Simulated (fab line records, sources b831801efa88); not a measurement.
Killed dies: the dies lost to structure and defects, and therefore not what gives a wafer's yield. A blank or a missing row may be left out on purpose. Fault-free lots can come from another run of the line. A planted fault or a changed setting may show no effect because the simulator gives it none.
fab line records / flow sfq_line
[record] lots = 6 wafers = 17 last_day = 92
route steps=325 shown JJ@197 M5@198 A5B@209
lots that met no fault: taken from a fault-free run of the same line
start_h: start of the lot's first displayed wafer, in hours after the record's first day / wait_h: hours elapsed since this lot's preceding step / " repeats the value in the row above / L1.1+2: a row that stands for several wafers / - no value present, or no start provided / * or withheld: withheld / < > ~ a bound
route shown NAME@n: NAME is a module with steps in the file, n the number in the route of the first one / usual: average and standard deviation across the fault-free wafers / same: alike in all rows / chamber/n: place in a boat / sites: each site's reading / _std_site: the standard deviation of these / _edge_site: mean of outer sites minus mean of inner sites / radius_mm: for every site, how far away it sits from the centre of the wafer / mask NAME#n: copy n / behind: tool/chamber where the wafer was last shaped / hold: cause of the lot's hold/its duration in hours/its outcome / device: names the non-switching transistor (n, p or np) / end of line: the same wafers' tests at the end of the route / a step with no rows: only its recipe / killed: at the first sort, the dies lost to defects and structure; wafer yield is something else / map: shows each die of a wafer: x if killed, . if not, _ if none is there
set.NAME: the setting that was run; set.NAME@STEP: the one run at that earlier step / model.NAME: the simulator's own value behind a step, which no gauge read
certain route steps with their lots: each step a table, each wafer a row
services: a tool's chamber out of use, with start hour (start_h, from the record's first day; less than 0 if before it), hours out, and reason
[[steps]]
[step SFQ_TRILAYER_JJ_CE_STRIP_SOLV_CLEAN_121]
[recipe] chemistry = NMP temp_c = 70 time_s = 600
[step SFQ_TRILAYER_M5_LITHO_COAT_128]
[recipe] resist = BARC spin_rpm = 3000 resist_thk_nm = 62
[step SFQ_TRILAYER_M5_LITHO_COAT_123]
[recipe] resist = KrF spin_rpm = 3000 resist_thk_nm = 600
[step SFQ_TRILAYER_M5_LITHO_SOFTBAKE_127]
[recipe] temp_c = withheld time_s = withheld resist = KrF
[step SFQ_TRILAYER_M5_LITHO_EXPOSE_124]
[recipe] mask_id = M5 na = 0.6 source_shape = conventional sigma_outer = 0.65 target_cd_nm = 700 dose_mj = 14.4
[step SFQ_TRILAYER_M5_LITHO_PEB_126]
[recipe] peb_temp_c = 115 peb_time_s = 60 resist = KrF
[step SFQ_TRILAYER_M5_LITHO_DEVELOP_125]
[recipe] time_s = 60 resist = KrF
[step SFQ_M5_OVL_MEAS_932]
[usual] M5_OVL = 0/5
lot.wafer=L600.4 tool=overlay-02 chamber=- start_h=1576.52 wait_h=0.1 M5_OVL[nm]=-5
lot.wafer=L600.5 tool=overlay-02 chamber=- start_h=1576.52 wait_h=0.1 M5_OVL[nm]=1
lot.wafer=L600.6 tool=overlay-02 chamber=- start_h=1576.52 wait_h=0.1 M5_OVL[nm]=1
lot.wafer=L602.1 tool=overlay-02 chamber=- start_h=1591.00 wait_h=0.1 M5_OVL[nm]=-5
lot.wafer=L602.2 tool=overlay-02 chamber=- start_h=1591.00 wait_h=0.1 M5_OVL[nm]=1
lot.wafer=L602.6 tool=overlay-02 chamber=- start_h=1591.00 wait_h=0.1 M5_OVL[nm]=6
lot.wafer=L607.2 tool=overlay-02 chamber=- start_h=1604.33 wait_h=0.1 M5_OVL[nm]=2
lot.wafer=L607.4 tool=overlay-02 chamber=- start_h=1604.33 wait_h=0.1 M5_OVL[nm]=4
lot.wafer=L607.6 tool=overlay-02 chamber=- start_h=1604.33 wait_h=0.1 M5_OVL[nm]=0
lot.wafer=L606.1 tool=overlay-01 chamber=- start_h=1606.73 wait_h=0.1 M5_OVL[nm]=-9
lot.wafer=L606.2 tool=overlay-01 chamber=- start_h=1606.73 wait_h=0.1 M5_OVL[nm]=-7
lot.wafer=L606.5 tool=overlay-01 chamber=- start_h=1606.73 wait_h=0.1 M5_OVL[nm]=-5
lot.wafer=L611.2 tool=overlay-02 chamber=- start_h=1636.76 wait_h=0.1 M5_OVL[nm]=-6
lot.wafer=L611.4 tool=overlay-02 chamber=- start_h=1636.76 wait_h=0.1 M5_OVL[nm]=-6
lot.wafer=L616.1 tool=overlay-02 chamber=- start_h=1749.75 wait_h=0.1 M5_OVL[nm]=-6
lot.wafer=L616.3 tool=overlay-02 chamber=- start_h=1749.75 wait_h=0.1 M5_OVL[nm]=0
lot.wafer=L616.4 tool=overlay-02 chamber=- start_h=1749.75 wait_h=0.1 M5_OVL[nm]=-4
[step SFQ_TRILAYER_M5_BARC_OPEN_METAL_ETCH_161]
[recipe] mask_material = PR chemistry = O2 target_depth_nm = 125 target = BARC icp_w = 600 bias_w = 80 pressure_mtorr = 10 time_s = 41.7
[usual] drypump_motor_current_A = 6.0/0.49 he_backside_leak_sccm = 3.6/0.43 oes_product_au = 0.685/0.0043
lot.wafer=L600.4 tool=rie_metal-03 chamber=1 start_h=1576.56 wait_h=0.0 drypump_motor_current_A=5.8 he_backside_leak_sccm=5.8 oes_product_au=0.680 rf_hours_counter_h=-
lot.wafer=L600.5 tool=rie_metal-03 chamber=0 start_h=1576.56 wait_h=0.0 drypump_motor_current_A=6.6 he_backside_leak_sccm=3.5 oes_product_au=0.683 rf_hours_counter_h=-
lot.wafer=L600.6 tool=rie_metal-03 chamber=1 start_h=1576.56 wait_h=0.0 drypump_motor_current_A=5.7 he_backside_leak_sccm=3.5 oes_product_au=0.681 rf_hours_counter_h=-
lot.wafer=L602.1 tool=rie_metal-04 chamber=0 start_h=1591.03 wait_h=0.0 drypump_motor_current_A=6.4 he_backside_leak_sccm=3.4 oes_product_au=0.685 rf_hours_counter_h=88
lot.wafer=L602.2 tool=rie_metal-04 chamber=1 start_h=1591.03 wait_h=0.0 drypump_motor_current_A=5.2 he_backside_leak_sccm=3.6 oes_product_au=0.679 rf_hours_counter_h=82
lot.wafer=L602.6 tool=rie_metal-04 chamber=0 start_h=1591.03 wait_h=0.0 drypump_motor_current_A=6.4 he_backside_leak_sccm=3.4 oes_product_au=0.683 rf_hours_counter_h=-
lot.wafer=L607.2 tool=rie_metal-04 chamber=1 start_h=1604.36 wait_h=0.0 drypump_motor_current_A=5.1 he_backside_leak_sccm=3.8 oes_product_au=0.687 rf_hours_counter_h=84
lot.wafer=L607.4 tool=rie_metal-04 chamber=1 start_h=1604.36 wait_h=0.0 drypump_motor_current_A=5.1 he_backside_leak_sccm=3.9 oes_product_au=0.689 rf_hours_counter_h=-
lot.wafer=L607.6 tool=rie_metal-04 chamber=0 start_h=1604.36 wait_h=0.0 drypump_motor_current_A=6.4 he_backside_leak_sccm=3.6 oes_product_au=0.679 rf_hours_counter_h=-
lot.wafer=L606.1 tool=rie_metal-04 chamber=0 start_h=1606.76 wait_h=0.0 drypump_motor_current_A=6.4 he_backside_leak_sccm=3.4 oes_product_au=0.692 rf_hours_counter_h=91
lot.wafer=L606.2 tool=rie_metal-04 chamber=1 start_h=1606.76 wait_h=0.0 drypump_motor_current_A=5.2 he_backside_leak_sccm=3.6 oes_product_au=0.687 rf_hours_counter_h=85
lot.wafer=L606.5 tool=rie_metal-04 chamber=0 start_h=1606.76 wait_h=0.0 drypump_motor_current_A=6.4 he_backside_leak_sccm=3.4 oes_product_au=0.689 rf_hours_counter_h=-
lot.wafer=L611.2 tool=rie_metal-04 chamber=1 start_h=1636.79 wait_h=0.0 drypump_motor_current_A=5.1 he_backside_leak_sccm=3.7 oes_product_au=0.685 rf_hours_counter_h=88
lot.wafer=L611.4 tool=rie_metal-04 chamber=0 start_h=1636.79 wait_h=0.0 drypump_motor_current_A=6.4 he_backside_leak_sccm=3.6 oes_product_au=0.695 rf_hours_counter_h=-
lot.wafer=L616.1 tool=rie_metal-01 chamber=0 start_h=1749.79 wait_h=0.0 drypump_motor_current_A=5.9 he_backside_leak_sccm=3.4 oes_product_au=0.685 rf_hours_counter_h=72
lot.wafer=L616.3 tool=rie_metal-01 chamber=0 start_h=1749.79 wait_h=0.0 drypump_motor_current_A=6.0 he_backside_leak_sccm=3.6 oes_product_au=0.682 rf_hours_counter_h=-
lot.wafer=L616.4 tool=rie_metal-01 chamber=1 start_h=1749.79 wait_h=0.0 drypump_motor_current_A=6.1 he_backside_leak_sccm=3.5 oes_product_au=0.686 rf_hours_counter_h=-
[step SFQ_TRILAYER_M5_ETCH_METAL_ETCH_126]
[recipe] target = Nb stop_on = SiO2 mask_material = PR over_etch_frac = 0.15 time_s = 203.2 chemistry = Cl2/BCl3 target_depth_nm = 265 icp_w = 600 bias_w = 80 pressure_mtorr = 10
[usual] drypump_motor_current_A = 6.0/0.49 he_backside_leak_sccm = 3.6/0.51 oes_product_au = 0.729/0.0058
lot.wafer=L600.4 tool=rie_metal-03 chamber=1 start_h=1576.66 wait_h=0.1 drypump_motor_current_A=5.7 he_backside_leak_sccm=3.5 oes_product_au=0.726 rf_hours_counter_h=-
lot.wafer=L600.5 tool=rie_metal-03 chamber=0 start_h=1576.66 wait_h=0.1 drypump_motor_current_A=6.6 he_backside_leak_sccm=3.6 oes_product_au=0.727 rf_hours_counter_h=-
lot.wafer=L600.6 tool=rie_metal-03 chamber=1 start_h=1576.66 wait_h=0.1 drypump_motor_current_A=5.7 he_backside_leak_sccm=3.3 oes_product_au=0.720 rf_hours_counter_h=-
lot.wafer=L602.1 tool=rie_metal-04 chamber=0 start_h=1591.09 wait_h=0.0 drypump_motor_current_A=6.4 he_backside_leak_sccm=3.5 oes_product_au=0.739 rf_hours_counter_h=88
lot.wafer=L602.2 tool=rie_metal-04 chamber=1 start_h=1591.09 wait_h=0.0 drypump_motor_current_A=5.2 he_backside_leak_sccm=3.8 oes_product_au=0.722 rf_hours_counter_h=82
lot.wafer=L602.6 tool=rie_metal-04 chamber=0 start_h=1591.09 wait_h=0.0 drypump_motor_current_A=6.4 he_backside_leak_sccm=3.6 oes_product_au=0.721 rf_hours_counter_h=-
lot.wafer=L607.2 tool=rie_metal-04 chamber=1 start_h=1604.42 wait_h=0.0 drypump_motor_current_A=5.2 he_backside_leak_sccm=3.8 oes_product_au=0.734 rf_hours_counter_h=84
lot.wafer=L607.4 tool=rie_metal-04 chamber=1 start_h=1604.42 wait_h=0.0 drypump_motor_current_A=5.2 he_backside_leak_sccm=3.9 oes_product_au=0.722 rf_hours_counter_h=-
lot.wafer=L607.6 tool=rie_metal-04 chamber=0 start_h=1604.42 wait_h=0.0 drypump_motor_current_A=6.4 he_backside_leak_sccm=3.4 oes_product_au=0.724 rf_hours_counter_h=-
lot.wafer=L606.1 tool=rie_metal-04 chamber=0 start_h=1606.82 wait_h=0.0 drypump_motor_current_A=6.4 he_backside_leak_sccm=3.5 oes_product_au=0.735 rf_hours_counter_h=91
lot.wafer=L606.2 tool=rie_metal-04 chamber=1 start_h=1606.82 wait_h=0.0 drypump_motor_current_A=5.1 he_backside_leak_sccm=3.9 oes_product_au=0.745 rf_hours_counter_h=85
lot.wafer=L606.5 tool=rie_metal-04 chamber=0 start_h=1606.82 wait_h=0.0 drypump_motor_current_A=6.4 he_backside_leak_sccm=3.5 oes_product_au=0.734 rf_hours_counter_h=-
lot.wafer=L611.2 tool=rie_metal-04 chamber=1 start_h=1636.85 wait_h=0.0 drypump_motor_current_A=5.1 he_backside_leak_sccm=3.9 oes_product_au=0.722 rf_hours_counter_h=88
lot.wafer=L611.4 tool=rie_metal-04 chamber=0 start_h=1636.85 wait_h=0.0 drypump_motor_current_A=6.4 he_backside_leak_sccm=3.3 oes_product_au=0.729 rf_hours_counter_h=-
lot.wafer=L616.1 tool=rie_metal-01 chamber=0 start_h=1749.85 wait_h=0.0 drypump_motor_current_A=5.9 he_backside_leak_sccm=3.7 oes_product_au=0.726 rf_hours_counter_h=72
lot.wafer=L616.3 tool=rie_metal-01 chamber=0 start_h=1749.85 wait_h=0.0 drypump_motor_current_A=6.0 he_backside_leak_sccm=3.4 oes_product_au=0.733 rf_hours_counter_h=-
lot.wafer=L616.4 tool=rie_metal-01 chamber=1 start_h=1749.85 wait_h=0.0 drypump_motor_current_A=6.1 he_backside_leak_sccm=3.5 oes_product_au=0.730 rf_hours_counter_h=-
[step SFQ_TRILAYER_M5_STRIP_STRIP_127]
[recipe] gas = O2 power_w = 200 platen_temp_c = 40 overash_fraction = 0.65 chemistry = O2 pressure_mtorr = 50
[usual] drypump_motor_current_A = 6.0/0.49 he_backside_leak_sccm = 3.60/0.29 oes_product_au = 1.000/0.0086
lot.wafer=L600.4 tool=rie_metal-03 chamber=1 start_h=1576.99 wait_h=0.3 drypump_motor_current_A=5.8 he_backside_leak_sccm=3.62 oes_product_au=1.001 rf_hours_counter_h=-
lot.wafer=L600.5 tool=rie_metal-03 chamber=0 start_h=1576.99 wait_h=0.3 drypump_motor_current_A=6.6 he_backside_leak_sccm=3.54 oes_product_au=0.995 rf_hours_counter_h=-
lot.wafer=L600.6 tool=rie_metal-03 chamber=1 start_h=1576.99 wait_h=0.3 drypump_motor_current_A=5.8 he_backside_leak_sccm=3.59 oes_product_au=0.997 rf_hours_counter_h=-
lot.wafer=L602.1 tool=rie_metal-04 chamber=0 start_h=1591.29 wait_h=0.1 drypump_motor_current_A=6.4 he_backside_leak_sccm=3.43 oes_product_au=1.004 rf_hours_counter_h=88
lot.wafer=L602.2 tool=rie_metal-04 chamber=1 start_h=1591.29 wait_h=0.1 drypump_motor_current_A=5.2 he_backside_leak_sccm=3.97 oes_product_au=1.012 rf_hours_counter_h=82
lot.wafer=L602.6 tool=rie_metal-04 chamber=0 start_h=1591.29 wait_h=0.1 drypump_motor_current_A=6.4 he_backside_leak_sccm=3.33 oes_product_au=1.002 rf_hours_counter_h=-
lot.wafer=L607.2 tool=rie_metal-04 chamber=1 start_h=1604.62 wait_h=0.1 drypump_motor_current_A=5.2 he_backside_leak_sccm=3.73 oes_product_au=1.007 rf_hours_counter_h=85
lot.wafer=L607.4 tool=rie_metal-04 chamber=1 start_h=1604.62 wait_h=0.1 drypump_motor_current_A=5.2 he_backside_leak_sccm=3.96 oes_product_au=1.003 rf_hours_counter_h=-
lot.wafer=L607.6 tool=rie_metal-04 chamber=0 start_h=1604.62 wait_h=0.1 drypump_motor_current_A=6.4 he_backside_leak_sccm=3.43 oes_product_au=0.994 rf_hours_counter_h=-
lot.wafer=L606.1 tool=rie_metal-04 chamber=0 start_h=1607.02 wait_h=0.1 drypump_motor_current_A=6.4 he_backside_leak_sccm=3.29 oes_product_au=1.001 rf_hours_counter_h=91
lot.wafer=L606.2 tool=rie_metal-04 chamber=1 start_h=1607.02 wait_h=0.1 drypump_motor_current_A=5.2 he_backside_leak_sccm=3.82 oes_product_au=1.001 rf_hours_counter_h=85
lot.wafer=L606.5 tool=rie_metal-04 chamber=0 start_h=1607.02 wait_h=0.1 drypump_motor_current_A=6.4 he_backside_leak_sccm=3.44 oes_product_au=1.005 rf_hours_counter_h=-
lot.wafer=L611.2 tool=rie_metal-04 chamber=1 start_h=1637.04 wait_h=0.1 drypump_motor_current_A=5.1 he_backside_leak_sccm=3.71 oes_product_au=1.010 rf_hours_counter_h=89
lot.wafer=L611.4 tool=rie_metal-04 chamber=0 start_h=1637.04 wait_h=0.1 drypump_motor_current_A=6.4 he_backside_leak_sccm=3.42 oes_product_au=0.992 rf_hours_counter_h=-
lot.wafer=L616.1 tool=rie_metal-01 chamber=0 start_h=1750.04 wait_h=0.1 drypump_motor_current_A=5.9 he_backside_leak_sccm=3.52 oes_product_au=0.993 rf_hours_counter_h=72
lot.wafer=L616.3 tool=rie_metal-01 chamber=0 start_h=1750.04 wait_h=0.1 drypump_motor_current_A=6.0 he_backside_leak_sccm=3.27 oes_product_au=1.006 rf_hours_counter_h=-
lot.wafer=L616.4 tool=rie_metal-01 chamber=1 start_h=1750.04 wait_h=0.1 drypump_motor_current_A=6.1 he_backside_leak_sccm=3.33 oes_product_au=1.001 rf_hours_counter_h=-
[step SFQ_TRILAYER_M5_STRIP_SOLV_CLEAN_128]
[recipe] chemistry = NMP temp_c = 70 time_s = 600
[step SFQ_TRILAYER_A5B_DEP_PECVD_129]
[recipe] material = SiO2 temp_c = 150 time_s = 133.33 pressure_torr = 2.4 rf_w = 183.3 precursor = SiH4/N2O target_thk_nm = 600
[usual] heater_power_w = 75/13 run_length_s = 161.3/0.65 throttle_valve_pct = 24.9/0.85
lot.wafer=L600.4 tool=pecvd-01 chamber=0 start_h=1577.61 wait_h=0.0 heater_power_w=88 run_length_s=161.4 since_wet_clean_h=- throttle_valve_pct=24.8 model.SiO2_of_TRILAYER_A5B_DEP_PECVD_129.thk_nm=616.5
lot.wafer=L600.5 tool=pecvd-01 chamber=2 start_h=1577.61 wait_h=0.0 heater_power_w=60 run_length_s=161.2 since_wet_clean_h=- throttle_valve_pct=25.6 model.SiO2_of_TRILAYER_A5B_DEP_PECVD_129.thk_nm=610.3
lot.wafer=L600.6 tool=pecvd-01 chamber=1 start_h=1577.61 wait_h=0.0 heater_power_w=99 run_length_s=162.5 since_wet_clean_h=- throttle_valve_pct=24.8 model.SiO2_of_TRILAYER_A5B_DEP_PECVD_129.thk_nm=607.4
lot.wafer=L602.1 tool=pecvd-01 chamber=2 start_h=1592.08 wait_h=0.0 heater_power_w=65 run_length_s=161.3 since_wet_clean_h=645 throttle_valve_pct=25.6 model.SiO2_of_TRILAYER_A5B_DEP_PECVD_129.thk_nm=590.5
lot.wafer=L602.2 tool=pecvd-01 chamber=0 start_h=1592.08 wait_h=0.0 heater_power_w=84 run_length_s=160.7 since_wet_clean_h=645 throttle_valve_pct=25.1 model.SiO2_of_TRILAYER_A5B_DEP_PECVD_129.thk_nm=592.3
lot.wafer=L602.6 tool=pecvd-01 chamber=0 start_h=1592.08 wait_h=0.0 heater_power_w=87 run_length_s=161.3 since_wet_clean_h=- throttle_valve_pct=25.0 model.SiO2_of_TRILAYER_A5B_DEP_PECVD_129.thk_nm=598.7
lot.wafer=L607.2 tool=pecvd-01 chamber=2 start_h=1605.39 wait_h=0.0 heater_power_w=57 run_length_s=161.3 since_wet_clean_h=658 throttle_valve_pct=25.4 model.SiO2_of_TRILAYER_A5B_DEP_PECVD_129.thk_nm=589.4
lot.wafer=L607.4 tool=pecvd-01 chamber=1 start_h=1605.39 wait_h=0.0 heater_power_w=97 run_length_s=194.6 since_wet_clean_h=- throttle_valve_pct=25.2 model.SiO2_of_TRILAYER_A5B_DEP_PECVD_129.thk_nm=746.8
lot.wafer=L607.6 tool=pecvd-01 chamber=2 start_h=1605.39 wait_h=0.0 heater_power_w=63 run_length_s=161.3 since_wet_clean_h=- throttle_valve_pct=25.6 model.SiO2_of_TRILAYER_A5B_DEP_PECVD_129.thk_nm=603.1
lot.wafer=L606.1 tool=pecvd-02 chamber=2 start_h=1607.81 wait_h=0.0 heater_power_w=80 run_length_s=162.1 since_wet_clean_h=277 throttle_valve_pct=25.1 model.SiO2_of_TRILAYER_A5B_DEP_PECVD_129.thk_nm=594.1
lot.wafer=L606.2 tool=pecvd-02 chamber=1 start_h=1607.81 wait_h=0.0 heater_power_w=83 run_length_s=160.8 since_wet_clean_h=277 throttle_valve_pct=23.5 model.SiO2_of_TRILAYER_A5B_DEP_PECVD_129.thk_nm=589.9
lot.wafer=L606.5 tool=pecvd-02 chamber=1 start_h=1607.81 wait_h=0.0 heater_power_w=83 run_length_s=161.7 since_wet_clean_h=- throttle_valve_pct=23.8 model.SiO2_of_TRILAYER_A5B_DEP_PECVD_129.thk_nm=602.5
lot.wafer=L611.2 tool=pecvd-01 chamber=2 start_h=1637.99 wait_h=0.0 heater_power_w=65 run_length_s=161.5 since_wet_clean_h=691 throttle_valve_pct=25.5 model.SiO2_of_TRILAYER_A5B_DEP_PECVD_129.thk_nm=592.8
lot.wafer=L611.4 tool=pecvd-01 chamber=0 start_h=1637.99 wait_h=0.0 heater_power_w=91 run_length_s=193.6 since_wet_clean_h=- throttle_valve_pct=25.1 model.SiO2_of_TRILAYER_A5B_DEP_PECVD_129.thk_nm=746.4
lot.wafer=L616.1 tool=pecvd-01 chamber=2 start_h=1750.82 wait_h=0.0 heater_power_w=59 run_length_s=162.1 since_wet_clean_h=804 throttle_valve_pct=26.1 model.SiO2_of_TRILAYER_A5B_DEP_PECVD_129.thk_nm=597.1
lot.wafer=L616.3 tool=pecvd-01 chamber=0 start_h=1750.82 wait_h=0.0 heater_power_w=96 run_length_s=161.2 since_wet_clean_h=804 throttle_valve_pct=25.5 model.SiO2_of_TRILAYER_A5B_DEP_PECVD_129.thk_nm=600.6
lot.wafer=L616.4 tool=pecvd-01 chamber=1 start_h=1750.82 wait_h=0.0 heater_power_w=102 run_length_s=162.3 since_wet_clean_h=- throttle_valve_pct=25.8 model.SiO2_of_TRILAYER_A5B_DEP_PECVD_129.thk_nm=612.2
[step SFQ_TRILAYER_A5B_CMP_CMP_130]
[recipe] stop_on = Nb down_force_psi = 3 platen_rpm = 60 target_thk_nm = 340.7
[usual] motor_current_A = 10.3/1.3
lot.wafer=L600.4 tool=cmp-02 chamber=1 start_h=1580.56 wait_h=2.9 motor_current_A=13.2
lot.wafer=L600.5 tool=cmp-02 chamber=3 start_h=1581.56 wait_h=3.9 motor_current_A=10.1
lot.wafer=L600.6 tool=cmp-02 chamber=0 start_h=1581.56 wait_h=3.9 motor_current_A=8.8
lot.wafer=L602.1 tool=cmp-02 chamber=0 start_h=1595.06 wait_h=2.9 motor_current_A=9.3
lot.wafer=L602.2 tool=cmp-02 chamber=1 start_h=1595.06 wait_h=2.9 motor_current_A=13.6
lot.wafer=L602.6 tool=cmp-02 chamber=0 start_h=1597.06 wait_h=4.9 motor_current_A=9.2
lot.wafer=L607.4 tool=cmp-02 chamber=0 start_h=1612.56 wait_h=7.1 motor_current_A=9.0
lot.wafer=L607.2 tool=cmp-02 chamber=2 start_h=1613.56 wait_h=8.1 motor_current_A=10.2
lot.wafer=L607.6 tool=cmp-02 chamber=1 start_h=1615.06 wait_h=9.5 motor_current_A=13.2
lot.wafer=L606.2 tool=cmp-01 chamber=1 start_h=1615.58 wait_h=7.7 motor_current_A=10.8
lot.wafer=L606.1 tool=cmp-01 chamber=2 start_h=1615.58 wait_h=7.7 motor_current_A=9.9
lot.wafer=L606.5 tool=cmp-01 chamber=3 start_h=1615.58 wait_h=7.7 motor_current_A=9.6
lot.wafer=L611.4 tool=cmp-02 chamber=3 start_h=1638.42 wait_h=0.3 motor_current_A=10.1
lot.wafer=L611.2 tool=cmp-02 chamber=1 start_h=1639.42 wait_h=1.4 motor_current_A=12.6
lot.wafer=L616.1 tool=cmp-02 chamber=0 start_h=1761.17 wait_h=10.3 motor_current_A=9.0
lot.wafer=L616.3 tool=cmp-02 chamber=2 start_h=1762.17 wait_h=11.3 motor_current_A=10.1
lot.wafer=L616.4 tool=cmp-02 chamber=3 start_h=1762.17 wait_h=11.3 motor_current_A=10.0
[[services]]
tool=rie_metal-03 chamber=0 start_h=1555.83 hours=1.6 kind=repair
tool=rie_metal-03 chamber=1 start_h=1555.89 hours=18.7 kind=repair
tool=cmp-01 chamber=- start_h=1557.12 hours=3.2 kind=repair
tool=cmp-01 chamber=- start_h=1561.45 hours=3.4 kind=repair
tool=cmp-01 chamber=- start_h=1601.58 hours=4.0 kind=pm
tool=pecvd-01 chamber=0 start_h=1605.30 hours=6.4 kind=repair
tool=cmp-01 chamber=- start_h=1605.58 hours=- kind=consumable_replace:conditioner
tool=cmp-01 chamber=- start_h=1605.58 hours=- kind=consumable_replace:pad
tool=pecvd-01 chamber=1 start_h=1621.23 hours=19.0 kind=repair
tool=cmp-02 chamber=- start_h=1629.49 hours=1.0 kind=repair
tool=cmp-01 chamber=- start_h=1667.35 hours=4.8 kind=pm
tool=cmp-02 chamber=- start_h=1687.43 hours=1.5 kind=repair
tool=pecvd-02 chamber=- start_h=1706.55 hours=2.9 kind=repair
tool=cmp-02 chamber=- start_h=1710.45 hours=8.7 kind=repair
tool=pecvd-01 chamber=- start_h=1715.72 hours=1.0 kind=repair
tool=pecvd-02 chamber=0 start_h=1732.11 hours=17.3 kind=repair
tool=pecvd-01 chamber=2 start_h=1754.65 hours=4.2 kind=repair
[[key]]
[first_sign] step = SFQ_TRILAYER_A5B_DEP_PECVD_129 reading = run_length_s direction = up sigmas = 50 usual = * struck = *
effect none on later readings
[model_effect] step = SFQ_TRILAYER_A5B_DEP_PECVD_129 value = SiO2_of_TRILAYER_A5B_DEP_PECVD_129.thk_nm without = 599.7 struck = 746.6
met_at SFQ_TRILAYER_A5B_DEP_PECVD_129
struck_wafers L607.4,L611.4
onset_between 1592.08 1605.39
[fault] kind = process_parameter_drift tool = pecvd-01 chamber = - onset_h = 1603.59 steps = SFQ_TRILAYER_A5B_DEP_PECVD_129 channel = time_s offset = * shape = step end_h = 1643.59 scope = struck_wafers_only acts_in = * stated = *
